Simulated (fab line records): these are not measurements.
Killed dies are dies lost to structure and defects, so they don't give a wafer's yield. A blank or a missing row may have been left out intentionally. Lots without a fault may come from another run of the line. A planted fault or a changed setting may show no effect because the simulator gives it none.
fab line records | flow sky130
[record] lots = 5 | wafers = 14 | last_day = 50
route steps=708 shown VIA3@587 METAL4@598 PAD_OPEN@708
lots with no fault: from the same line, run without faults
start_h: start of the lot's first displayed wafer, in hours after the record's first day | wait_h: how many hours have passed since the lot's step before this one | " the same as in the row above | L1.1+2: a row that stands for several wafers | - no value, or no start given | * or withheld: withheld | < > ~ a bound
route shown NAME@n: names a module that has steps shown in the file, with the first one's number in the route | usual: mean/standard deviation of fault-free wafers | same: alike in all rows | chamber/n: place in a boat | sites: readings site by site | _std_site: their standard deviation | _edge_site: outer sites' mean less inner sites' | radius_mm: for every site, how far away it sits from the centre of the wafer | mask NAME#n: copy n | behind: the tool/chamber that last shaped the wafer | hold: reason for holding the lot/hours on hold/outcome of the hold | device: names the non-switching transistor (n, p or np) | end of line: the route-end tests of the same wafers | a step without rows: its recipe alone | killed: not the wafer's yield, but the dies lost to structure and defects at the first sort | map: shows each die of a wafer: x if killed, . if not, _ if none is there
set.NAME: the run value of the setting; set.NAME@STEP: its run value at that earlier step | model.NAME: the simulator's own value behind a step, which no gauge read
lots at some steps of the route; a table a step, a row a wafer
services: the hour from which a tool's chamber was out of use, counted from the record's first day as start_h (under 0 if before that day), plus the number of hours and why
[[steps]]
[step SKY_VIA3_ETCH_14]
[recipe] chemistry = N2/H2 | target = BARC | ion_energy_ev = 200 | source_w = 500 | bias_w = 100 | pressure_mtorr = 30 | n2_flow_sccm = 100 | h2_flow_sccm = 200 | stop_on = SiO2 | time_s = 45.9 | target_depth_a = 600
[usual] drypump_motor_current_A = 5.8/0.43 | oes_product_au = 0.854/0.0041 | throttle_valve_pct = 13.226/0.009
lot.wafer | tool        | chamber | start_h | wait_h | drypump_motor_current_A | oes_product_au | rf_hours_counter_h | throttle_valve_pct
L980.3    | rie_diel-04 | 1       | 948.23  | 0.0    | 5.9                     | 0.860          | 8                  | 13.231
L980.4    | "           | 3       | "       | "      | 5.3                     | 0.859          | 21                 | 13.223
L980.6    | "           | 0       | "       | "      | 6.3                     | 0.853          | -                  | 13.238
L987.1    | rie_diel-01 | 0       | 995.92  | 0.0    | 5.2                     | 0.863          | 24                 | 13.233
L987.4    | "           | 1       | "       | "      | 5.8                     | 0.856          | 6                  | 13.216
L987.5    | "           | 1       | "       | "      | 5.8                     | 0.859          | -                  | 13.234
L990.3    | rie_diel-04 | 1       | 1012.97 | 0.0    | 5.9                     | 0.847          | 10                 | 13.235
L990.4    | "           | 2       | "       | "      | 5.7                     | 0.857          | 8                  | 13.226
L100.1    | rie_diel-01 | 0       | 1078.81 | 0.0    | 5.2                     | 0.848          | 27                 | 13.241
L100.3    | "           | 3       | "       | "      | 5.4                     | 0.852          | 10                 | 13.236
L100.6    | "           | 2       | "       | "      | 5.5                     | 0.854          | -                  | 13.226
L102.1    | rie_diel-01 | 1       | 1084.98 | 0.0    | 5.7                     | 0.850          | 9                  | 13.233
L102.5    | "           | 3       | "       | "      | 5.5                     | 0.848          | -                  | 13.239
L102.6    | "           | 2       | "       | "      | 5.5                     | 0.853          | -                  | 13.218
[step SKY_VIA3_ETCH_15]
[recipe] target = SiO2 | chemistry = C4F8/O2/Ar | target_depth_nm = 507 | stop_on = TiN | mask_material = KrF-thick | source_w = 1500 | bias_w = 1200 | pressure_mtorr = 40 | c4f8_flow_sccm = withheld | O2_flow_sccm = 6 | Ar_flow_sccm = 300 | time_s = 78
[step SKY_VIA3_STRIP_16]
[recipe] chemistry = O2/N2 | power_w = 1400 | pressure_mtorr = 1500 | platen_temp_c = withheld | o2_flow_sccm = 3000 | n2_flow_sccm = 300 | overash_fraction = 0.5
[usual] drypump_motor_current_A = 5.4/0.38 | oes_product_au = 0.402/0.0047 | strip_time_to_endpoint_s = 4.13/0.031
lot.wafer | tool            | chamber | start_h | wait_h | drypump_motor_current_A | oes_product_au | rf_hours_counter_h | strip_time_to_endpoint_s
L980.3    | plasma_asher-03 | 1       | 948.36  | 0.1    | 5.3                     | 0.403          | -                  | 4.11
L980.4    | "               | 0       | "       | "      | 5.3                     | 0.399          | -                  | 4.13
L980.6    | "               | 1       | "       | "      | 5.2                     | 0.397          | -                  | 4.15
L987.1    | plasma_asher-03 | 1       | 996.02  | 0.0    | 5.2                     | 0.410          | 88                 | 4.13
L987.4    | "               | 0       | "       | "      | 5.3                     | 0.406          | -                  | 4.08
L987.5    | "               | 0       | "       | "      | 5.3                     | 0.407          | -                  | 4.08
L990.3    | plasma_asher-01 | 1       | 1013.11 | 0.1    | 5.0                     | 0.397          | -                  | 4.09
L990.4    | "               | 0       | "       | "      | 6.1                     | 0.394          | -                  | 4.03
L100.1    | plasma_asher-03 | 0       | 1078.91 | 0.0    | 5.3                     | 0.400          | 97                 | 4.15
L100.3    | "               | 1       | "       | "      | 5.2                     | 0.401          | -                  | 4.10
L100.6    | "               | 0       | "       | "      | 5.3                     | 0.400          | -                  | 4.13
L102.1    | plasma_asher-01 | 1       | 1085.08 | 0.0    | 5.0                     | 0.398          | 64                 | 4.10
L102.5    | "               | 0       | "       | "      | 6.1                     | 0.403          | -                  | 4.12
L102.6    | "               | 1       | "       | "      | 5.0                     | 0.405          | -                  | 4.17
[step SKY_VIA3_STRIP_17]
[recipe] chemistry = post_etch_residue_remover | time_s = 1200 | temp_c = 72.5
[step SKY_VIA3_CLEAN_18]
[recipe] chemistry = IPA | time_s = 180 | temp_c = 25
[step SKY_VIA3_CLEAN_19]
[recipe] chemistry = O3/DIW | dry = n2_spin
[step SKY_VIA3_SPUTTER_20]
[recipe] material = TiN | target_thk_nm = 20 | chamber_pressure_pa = 5 | power_w = 4000 | time_s = 80
[step SKY_VIA3_CVD_21]
[recipe] material = W | target_thk_nm = 390 | time_s = 117.31 | temp_c = 400 | pressure_torr = 40
[usual] heater_power_w = 777/57
lot.wafer | tool     | chamber | start_h | wait_h | heater_power_w
L980.3    | cvd_w-02 | 0       | 949.09  | 0.1    | 809
L980.4    | "        | 1       | "       | "      | 721
L980.6    | "        | 1       | "       | "      | 714
L987.1    | cvd_w-02 | 0       | 996.68  | 0.0    | 816
L987.4    | "        | 0       | "       | "      | 804
L987.5    | "        | 0       | "       | "      | 823
L990.3    | cvd_w-01 | 0       | 1013.81 | 0.1    | 738
L990.4    | "        | 1       | "       | "      | 858
L100.1    | cvd_w-02 | 0       | 1079.67 | 0.0    | 798
L100.3    | "        | 1       | "       | "      | 710
L100.6    | "        | 1       | "       | "      | 719
L102.1    | cvd_w-01 | 0       | 1085.81 | 0.0    | 738
L102.5    | "        | 1       | "       | "      | 873
L102.6    | "        | 0       | "       | "      | 746
[step SKY_VIA3_RS_MEAS_22]
[recipe] thk_meas_gauge = four-point-probe | reads = W_of_VIA3_CVD_21+TiN_of_VIA3_SPUTTER_20
[usual] VIA3_W_RS = 0.293/0.0031
lot.wafer | tool          | chamber | start_h | wait_h | VIA3_W_RS[ohm/sq]
L980.3    | film_metro-02 | -       | 949.22  | 0.1    | 0.293
L980.4    | "             | -       | "       | "      | 0.292
L980.6    | "             | -       | "       | "      | 0.296
L987.1    | film_metro-02 | -       | 996.81  | 0.1    | 0.295
L987.4    | "             | -       | "       | "      | 0.293
L987.5    | "             | -       | "       | "      | 0.295
L990.3    | film_metro-02 | -       | 1013.93 | 0.1    | 0.293
L990.4    | "             | -       | "       | "      | 0.294
L100.1    | film_metro-01 | -       | 1079.80 | 0.1    | 0.292
L100.3    | "             | -       | "       | "      | 0.301
L100.6    | "             | -       | "       | "      | 0.295
L102.1    | film_metro-02 | -       | 1085.94 | 0.1    | 0.295
L102.5    | "             | -       | "       | "      | 0.290
L102.6    | "             | -       | "       | "      | 0.297
[step SKY_VIA3_THK_MEAS_23]
[recipe] thk_meas_gauge = xrf | reads = W_of_VIA3_CVD_21
[usual] VIA3_W_THK = 396/5.6
lot.wafer | tool          | chamber | start_h | wait_h | VIA3_W_THK[nm]
L980.3    | film_metro-02 | -       | 949.32  | 0.1    | 392
L980.4    | "             | -       | "       | "      | 396
L980.6    | "             | -       | "       | "      | 392
L987.1    | film_metro-02 | -       | 996.93  | 0.1    | 390
L987.4    | "             | -       | "       | "      | 392
L987.5    | "             | -       | "       | "      | 387
L990.3    | film_metro-02 | -       | 1014.03 | 0.1    | 397
L990.4    | "             | -       | "       | "      | 397
L100.1    | film_metro-01 | -       | 1079.92 | 0.1    | 402
L100.3    | "             | -       | "       | "      | 392
L100.6    | "             | -       | "       | "      | 400
L102.1    | film_metro-02 | -       | 1086.06 | 0.1    | 391
L102.5    | "             | -       | "       | "      | 397
L102.6    | "             | -       | "       | "      | 387
[step SKY_VIA3_CMP_24]
[recipe] stop_on = SiO2 | t_overpolish_s = 20 | down_force_psi = 3.5 | platen_rpm = 60 | target_thk_nm = 0 | pad_velocity_m_s = 0.94248
[usual] motor_current_A = 10.3/1.1 | overpolish_run_s = 19.999/0.0093 | time_to_endpoint_s = 96/3.6
lot.wafer | tool   | chamber | start_h | wait_h | motor_current_A | overpolish_run_s | time_to_endpoint_s
L980.4    | cmp-01 | 3       | 949.36  | 0.0    | 10.7            | 19.998           | 92
L980.3    | "      | 0       | "       | "      | 11.6            | 19.994           | 97
L980.6    | "      | 3       | "       | "      | 10.7            | 20.007           | 92
L987.1    | cmp-02 | 3       | 997.14  | 0.2    | 9.6             | 19.996           | 98
L987.4    | "      | 0       | "       | "      | 11.9            | 20.025           | 96
L987.5    | "      | 2       | "       | "      | 8.8             | 19.990           | 93
L990.3    | cmp-02 | 1       | 1014.34 | 0.3    | 11.1            | 20.009           | 94
L990.4    | "      | 2       | "       | "      | 8.7             | 20.020           | 92
L100.3    | cmp-01 | 2       | 1080.30 | 0.4    | 9.2             | 19.990           | 92
L100.1    | "      | 3       | "       | "      | 11.2            | 19.992           | 87
L100.6    | "      | 0       | "       | "      | 11.6            | 19.987           | 93
L102.1    | cmp-02 | 1       | 1086.62 | 0.6    | 10.9            | 19.990           | 93
L102.5    | "      | 2       | "       | "      | 8.8             | 19.986           | 91
L102.6    | "      | 3       | "       | "      | 9.8             | 20.005           | 91
[step SKY_METAL4_SPUTTER_00]
[recipe] material = Ti | target_thk_nm = 15 | power_w = 3000 | time_s = 10 | chamber_pressure_pa = 0.4
[usual] throttle_valve_pct = 30.0/0.84
lot.wafer | tool           | chamber | start_h | wait_h | throttle_valve_pct
L980.3    | pvd_sputter-01 | -       | 949.66  | 0.2    | 31.4
L980.4    | "              | -       | "       | "      | 30.9
L980.6    | "              | -       | "       | "      | 31.0
L987.1    | pvd_sputter-01 | -       | 997.39  | 0.2    | 30.8
L987.4    | "              | -       | "       | "      | 29.8
L987.5    | "              | -       | "       | "      | 30.7
L990.3    | pvd_sputter-01 | -       | 1014.59 | 0.2    | 29.9
L990.4    | "              | -       | "       | "      | 30.5
L100.1    | pvd_sputter-02 | -       | 1080.50 | 0.1    | 29.0
L100.3    | "              | -       | "       | "      | 28.3
L100.6    | "              | -       | "       | "      | 29.0
L102.1    | pvd_sputter-02 | -       | 1086.77 | 0.1    | 30.5
L102.5    | "              | -       | "       | "      | 29.2
L102.6    | "              | -       | "       | "      | 28.3
[step SKY_METAL4_SPUTTER_01]
[recipe] material = TiN | target_thk_nm = 20 | power_w = 6500 | time_s = 16.7 | chamber_pressure_pa = 0.4
[usual] throttle_valve_pct = 30.0/0.85
lot.wafer | tool           | chamber | start_h | wait_h | throttle_valve_pct | model.TiN_of_METAL4_SPUTTER_01.thk_nm
L980.3    | pvd_sputter-01 | -       | 949.68  | 0.0    | 31.1               | 19.53
L980.4    | "              | -       | "       | "      | 30.9               | 20.06
L980.6    | "              | -       | "       | "      | 31.0               | 19.67
L987.1    | pvd_sputter-01 | -       | 997.42  | 0.0    | 30.8               | 19.87
L987.4    | "              | -       | "       | "      | 29.5               | 20.07
L987.5    | "              | -       | "       | "      | 30.7               | 19.89
L990.3    | pvd_sputter-01 | -       | 1014.61 | 0.0    | 29.8               | 28.72
L990.4    | "              | -       | "       | "      | 30.6               | 28.91
L100.1    | pvd_sputter-02 | -       | 1080.53 | 0.0    | 29.1               | 20.04
L100.3    | "              | -       | "       | "      | 28.7               | 19.94
L100.6    | "              | -       | "       | "      | 29.3               | 19.9
L102.1    | pvd_sputter-02 | -       | 1086.80 | 0.0    | 30.4               | 20.21
L102.5    | "              | -       | "       | "      | 29.0               | 20.22
L102.6    | "              | -       | "       | "      | 28.6               | 20
[step SKY_METAL4_SPUTTER_02]
[recipe] material = AlCu | target_thk_nm = 735 | power_w = 10600 | time_s = 39.1 | chamber_pressure_pa = 0.4
[step SKY_PAD_OPEN_PROBE_99]
[usual] defect_limited_yield = 82.6/1.8 | killed_at_M0_to_M3 = 43/6.6 | killed_at_M4_up = 2.9/1.6 | killed_at_contacts = 24/4.9 | killed_at_front_end = 15/4.5 | killed_at_other = 0.2/0.45 | killed_dies = 86/8.8 | killed_open = 48/6.4 | killed_short = 38/5.6 | sort_bin_3_pad_short = 0.8/0.38 | sort_bin_5_function = 10.2/1.4 | sort_bin_6_memory = 6.4/1.1 | sort_n_pass = 406/8.8 | sort_yield_pct = 82.6/1.8
[same] gross_dies = 492 | killed_at_back_side = 0 | sort_bin_4_leakage[%] = 0 | sort_bin_8_speed[%] = 0
lot.wafer | tool      | chamber | start_h | wait_h | defect_limited_yield[%] | killed_at_M0_to_M3 | killed_at_M4_up | killed_at_contacts | killed_at_front_end | killed_at_other | killed_dies | killed_open | killed_short | sort_bin_3_pad_short[%] | sort_bin_5_function[%] | sort_bin_6_memory[%] | sort_n_pass | sort_yield_pct[%]
L980.3    | prober-02 | -       | 1092.89 | 0.2    | 81.5                    | 50                 | 2               | 24                 | 14                  | 1               | 91          | 49          | 42           | 0.8                     | 11.0                   | 6.7                  | 401         | 81.5
L980.4    | prober-02 | -       | 1092.94 | 0.2    | 80.3                    | 60                 | 2               | 22                 | 13                  | 0               | 97          | 54          | 43           | 0.2                     | 10.8                   | 8.7                  | 395         | 80.3
L980.6    | prober-02 | -       | 1093.04 | 0.2    | 82.5                    | 41                 | 5               | 26                 | 13                  | 1               | 86          | 54          | 32           | 0.4                     | 10.4                   | 6.7                  | 406         | 82.5
L987.1    | prober-02 | -       | 1133.39 | 0.1    | 80.3                    | 50                 | 3               | 23                 | 20                  | 1               | 97          | 51          | 46           | 1.0                     | 10.8                   | 7.9                  | 395         | 80.3
L987.4    | prober-02 | -       | 1133.54 | 0.2    | 83.5                    | 48                 | 1               | 19                 | 13                  | 0               | 81          | 43          | 38           | 0.8                     | 8.9                    | 6.7                  | 411         | 83.5
L987.5    | prober-02 | -       | 1133.59 | 0.2    | 85.4                    | 44                 | 1               | 15                 | 12                  | 0               | 72          | 37          | 35           | 1.0                     | 7.9                    | 5.7                  | 420         | 85.4
L990.3    | prober-02 | -       | 1149.68 | 0.2    | 83.1                    | 34                 | 1               | 28                 | 20                  | 0               | 83          | 51          | 32           | 0.6                     | 10.6                   | 5.7                  | 409         | 83.1
L990.4    | prober-02 | -       | 1149.73 | 0.2    | 80.3                    | 53                 | 4               | 24                 | 16                  | 0               | 97          | 54          | 43           | 1.0                     | 12.4                   | 6.3                  | 395         | 80.3
L100.1    | prober-01 | -       | 1202.84 | 0.1    | 83.7                    | 39                 | 1               | 27                 | 13                  | 0               | 80          | 45          | 35           | 1.2                     | 8.1                    | 6.9                  | 412         | 83.7
L100.3    | prober-01 | -       | 1202.94 | 0.2    | 81.1                    | 53                 | 1               | 24                 | 14                  | 1               | 93          | 53          | 40           | 0.6                     | 10.8                   | 7.5                  | 399         | 81.1
L100.6    | prober-01 | -       | 1203.09 | 0.2    | 80.5                    | 55                 | 0               | 30                 | 11                  | 0               | 96          | 55          | 41           | 0.8                     | 13.0                   | 5.7                  | 396         | 80.5
L102.1    | prober-01 | -       | 1204.80 | 0.1    | 83.1                    | 30                 | 3               | 25                 | 24                  | 1               | 83          | 48          | 35           | 0.4                     | 10.8                   | 5.7                  | 409         | 83.1
L102.5    | prober-01 | -       | 1205.00 | 0.2    | 82.3                    | 42                 | 4               | 28                 | 13                  | 0               | 87          | 50          | 37           | 0.8                     | 8.9                    | 7.9                  | 405         | 82.3
L102.6    | prober-01 | -       | 1205.05 | 0.2    | 80.7                    | 40                 | 4               | 33                 | 18                  | 0               | 95          | 47          | 48           | 1.6                     | 10.8                   | 6.9                  | 397         | 80.7
// killed by level:class
L980.3 VIA1:geometric_particle:open=13 CONTACT:geometric_particle:open=13 CONTACT:geometric_particle:short=8 VIA1:geometric_particle:short=7 VIA2:geometric_particle:open=7 POLY_GATE:geometric_particle:short=4 METAL1:geometric_particle:short=4 METAL2:geometric_particle:short=4
L980.4 VIA1:geometric_particle:open=17 CONTACT:geometric_particle:open=9 METAL1:geometric_particle:short=9 LI_CONTACT:geometric_particle:open=7 VIA2:geometric_particle:short=7 VIA2:geometric_particle:open=6 POLY_GATE:geometric_particle:open=5 VIA3:geometric_particle:short=5
L980.6 VIA1:geometric_particle:open=13 CONTACT:geometric_particle:open=11 LI_CONTACT:geometric_particle:open=7 VIA3:geometric_particle:open=6 POLY_GATE:geometric_particle:short=5 VIA2:geometric_particle:open=5 METAL4:geometric_particle:short=5 FIELD_ISO:geometric_particle:open=4
L987.1 VIA1:geometric_particle:open=14 METAL1:geometric_particle:short=9 CONTACT:geometric_particle:open=8 VIA1:geometric_particle:short=6 FIELD_ISO:geometric_particle:open=5 POLY_GATE:geometric_particle:short=5 LI_CONTACT:geometric_particle:open=5 VIA2:geometric_particle:open=5
L987.4 VIA1:geometric_particle:open=11 FIELD_ISO:geometric_particle:short=7 CONTACT:geometric_particle:open=7 VIA2:geometric_particle:open=7 VIA3:geometric_particle:open=7 CONTACT:geometric_particle:short=6 METAL1:geometric_particle:short=5 VIA2:geometric_particle:short=5
L987.5 VIA1:geometric_particle:open=13 METAL1:geometric_particle:short=8 LI_CONTACT:geometric_particle:open=6 FIELD_ISO:geometric_particle:short=4 VIA2:geometric_particle:open=4 CONTACT:geometric_particle:open=4 METAL2:geometric_particle:short=4 VIA2:geometric_particle:short=4
L990.3 LI_CONTACT:geometric_particle:open=9 CONTACT:geometric_particle:open=9 VIA1:geometric_particle:open=9 FIELD_ISO:geometric_particle:open=8 FIELD_ISO:geometric_particle:short=6 VIA2:geometric_particle:open=4 LOCAL_INTERCONNECT:geometric_particle:short=4 VIA1:geometric_particle:short=4
L990.4 VIA1:geometric_particle:open=13 VIA3:geometric_particle:open=10 METAL2:geometric_particle:short=7 CONTACT:geometric_particle:short=7 LI_CONTACT:geometric_particle:open=6 CONTACT:geometric_particle:open=6 VIA2:geometric_particle:open=6 FIELD_ISO:geometric_particle:open=4
L100.1 VIA1:geometric_particle:open=14 CONTACT:geometric_particle:open=8 LI_CONTACT:geometric_particle:open=7 FIELD_ISO:geometric_particle:short=6 METAL1:geometric_particle:short=6 CONTACT:geometric_particle:short=5 VIA1:geometric_particle:short=4 FIELD_ISO:geometric_particle:open=3
L100.3 VIA1:geometric_particle:open=16 CONTACT:geometric_particle:open=8 FIELD_ISO:geometric_particle:short=6 VIA2:geometric_particle:short=6 LOCAL_INTERCONNECT:geometric_particle:short=6 VIA3:geometric_particle:open=6 VIA2:geometric_particle:open=6 CONTACT:geometric_particle:short=4
L100.6 CONTACT:geometric_particle:open=11 VIA1:geometric_particle:open=11 VIA2:geometric_particle:open=10 METAL2:geometric_particle:short=8 VIA3:geometric_particle:open=8 LI_CONTACT:geometric_particle:open=6 METAL1:geometric_particle:short=6 LOCAL_INTERCONNECT:geometric_particle:short=5
L102.1 POLY_GATE:geometric_particle:short=9 LI_CONTACT:geometric_particle:open=9 CONTACT:geometric_particle:open=8 VIA2:geometric_particle:open=7 VIA1:geometric_particle:open=6 VIA3:geometric_particle:open=6 POLY_GATE:geometric_particle:open=5 FIELD_ISO:geometric_particle:short=4
L102.5 LI_CONTACT:geometric_particle:open=12 CONTACT:geometric_particle:open=9 METAL1:geometric_particle:short=7 VIA3:geometric_particle:open=7 METAL2:geometric_particle:short=7 POLY_GATE:geometric_particle:open=6 SPACER:geometric_particle:open=4 CONTACT:geometric_particle:short=4
L102.6 CONTACT:geometric_particle:open=10 VIA2:geometric_particle:open=9 CONTACT:geometric_particle:short=8 LI_CONTACT:geometric_particle:open=7 METAL2:geometric_particle:short=7 POLY_GATE:geometric_particle:short=5 VIA3:geometric_particle:open=5 FIELD_ISO:geometric_particle:open=4
[[services]]
tool            | chamber | start_h | hours | kind
plasma_asher-01 | -       | 940.01  | 4.2   | repair
plasma_asher-03 | -       | 949.55  | 1.3   | repair
pvd_sputter-02  | -       | 972.47  | 2.1   | repair
rie_diel-04     | -       | 974.63  | 4.3   | pm
cmp-01          | -       | 990.86  | 14.6  | pm
pvd_sputter-01  | -       | 994.09  | 2.0   | repair
cmp-02          | -       | 997.62  | 0.3   | repair
cmp-01          | -       | 1006.59 | 10.6  | repair
rie_diel-04     | 2       | 1022.74 | 51.9  | repair
cvd_w-01        | -       | 1037.88 | 6.9   | pm
cmp-02          | -       | 1039.99 | 4.5   | pm
rie_diel-04     | 1       | 1044.41 | 1.7   | repair
rie_diel-01     | 0       | 1047.91 | 4.1   | repair
plasma_asher-01 | -       | 1050.13 | 1.3   | repair
cmp-01          | -       | 1058.55 | 3.5   | repair
rie_diel-04     | 0       | 1058.81 | 2.9   | repair
plasma_asher-01 | -       | 1064.93 | 1.5   | repair
rie_diel-01     | -       | 1073.58 | 1.1   | repair
cmp-01          | -       | 1082.43 | 1.5   | repair
cmp-01          | -       | 1084.00 | 4.0   | pm
[[key]]
first_sign none at tools or gauges
[model_effect] step = SKY_METAL4_SPUTTER_01 | value = TiN_of_METAL4_SPUTTER_01.thk_nm | without = 19.85 | struck = 28.81
met_at SKY_METAL4_SPUTTER_01
struck_wafers L990.3,L990.4
onset_between 997.42 1014.61
also_fits SKY_VIA3_ETCH_14:rie_diel-04,SKY_METAL4_SPUTTER_00:pvd_sputter-01
[fault] kind = process_parameter_drift | tool = pvd_sputter-01 | chamber = - | onset_h = 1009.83 | steps = SKY_METAL4_SPUTTER_01 | channel = target_thk_nm | offset = 8.964 | shape = step | end_h = 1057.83 | scope = struck_wafers_only | acts_in = these_recipes_only | stated = 20
